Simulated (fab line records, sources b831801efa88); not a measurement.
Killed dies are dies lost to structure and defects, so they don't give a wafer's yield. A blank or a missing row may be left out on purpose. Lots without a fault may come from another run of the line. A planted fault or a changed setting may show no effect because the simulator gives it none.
A struck lot beside a sound one | flow sky130 | 19 steps out of a route of 708
Sound: wafers L848.2, L848.4, L848.6. Struck: wafers L841.4, L841.5, L841.6. The cause comes at the end.
At each step with rows: each side's tool, then ch and its chambers, then its first start. Under that, the readings that differ: sound wafers | struck wafers | difference of the means | sigmas: that difference in standard deviations of wafers without a fault.
alike: readings whose means differ by less than 2 such deviations, and words and numbers that are the same on both sides. not compared: withheld readings, readings that some wafer has no value for, bounds like >300 that may hide the same value, and numbers for which the record gives no deviation and whose values overlap.
The two part at a step that has a row with sigmas, a row that says differs or no value, or rows on one side only. Numbers that don't overlap but have no deviation are shown without sigmas and don't part them. A reading that every wafer of one side lacks parts them only if that side has two wafers or more.

first, 3 steps without rows for these wafers: SKY_LDD_P_EXPOSE_04 (exposes mask PSDM, target cd 380 nm); SKY_LDD_P_PEB_05; SKY_LDD_P_DEVELOP_06 (develop time 60 s).
SKY_LDD_P_CD_MEAS_07: target cd 380 nm.
  sound on cd_sem-01, day 25 00:41; struck on cd_sem-02, day 22 02:08
  alike: cd_nm
SKY_LDD_P_OVL_MEAS_08:
  sound on overlay-02, day 25 00:48; struck on overlay-02, day 22 02:13
  alike: LDD_P_OVL
then, 1 step without rows for these wafers: SKY_LDD_P_IMPLANT_09.
SKY_LDD_P_STRIP_10: strips in O2/N2.
  sound on plasma_asher-03 ch 0,1, day 25 00:59; struck on plasma_asher-03 ch 0,1, day 22 02:25
  alike: drypump_motor_current_A, oes_product_au, strip_time_to_endpoint_s
  not compared: rf_hours_counter_h
SKY_LDD_P_TW_MEAS_11:
  sound on film_metro-02, day 25 01:05; struck on film_metro-02, day 22 02:31
  alike: LDD_P_TW
then, 4 steps without rows for these wafers: SKY_LDD_HVN_DEHYDRATE_00 (time 60 s); SKY_LDD_HVN_HMDS_01 (prime time 60 s); SKY_LDD_HVN_COAT_02 (resist thk 300 nm); SKY_LDD_HVN_SOFTBAKE_03 (time 60 s).
SKY_LDD_HVN_EXPOSE_04: exposes mask HVNTM, target cd 700 nm.
  sound on iline_stepper-01 ch 0, day 25 15:58; struck on iline_stepper-01 ch 0, day 22 17:50
  reading | sound                   | struck                  | difference | sigmas
  mask    | HVNTM#0 HVNTM#0 HVNTM#0 | HVPTM#0 HVPTM#0 HVPTM#0 | differs    |
then, 2 steps without rows for these wafers: SKY_LDD_HVN_PEB_05; SKY_LDD_HVN_DEVELOP_06 (develop time 60 s).
SKY_LDD_HVN_OVL_MEAS_07:
  sound on overlay-01, day 26 06:45; struck on overlay-01, day 23 08:29
  reading          | sound         | struck | difference                    | sigmas
  LDD_HVN_OVL (nm) | 0.9 -0.6 -0.1 | - - -  | no value on the struck wafers |
then, 1 step without rows for these wafers: SKY_LDD_HVN_IMPLANT_08.
SKY_LDD_HVN_STRIP_09: strips in O2/N2.
  sound on plasma_asher-02 ch 1, day 26 06:56; struck on plasma_asher-02 ch 0,1, day 23 08:41
  alike: drypump_motor_current_A, oes_product_au, strip_time_to_endpoint_s
  not compared: rf_hours_counter_h
SKY_LDD_HVN_TW_MEAS_10:
  sound on film_metro-01, day 26 07:02; struck on film_metro-03, day 23 09:01
  reading    | sound          | struck   | difference | sigmas
  LDD_HVN_TW | 1423 1423 1426 | 30 30 30 | -1394      | -99 or more
  not compared: hold

WHERE THEY PART
First at SKY_LDD_HVN_EXPOSE_04; last, within this record, at SKY_LDD_HVN_TW_MEAS_10.

WHY: what the simulator had put in
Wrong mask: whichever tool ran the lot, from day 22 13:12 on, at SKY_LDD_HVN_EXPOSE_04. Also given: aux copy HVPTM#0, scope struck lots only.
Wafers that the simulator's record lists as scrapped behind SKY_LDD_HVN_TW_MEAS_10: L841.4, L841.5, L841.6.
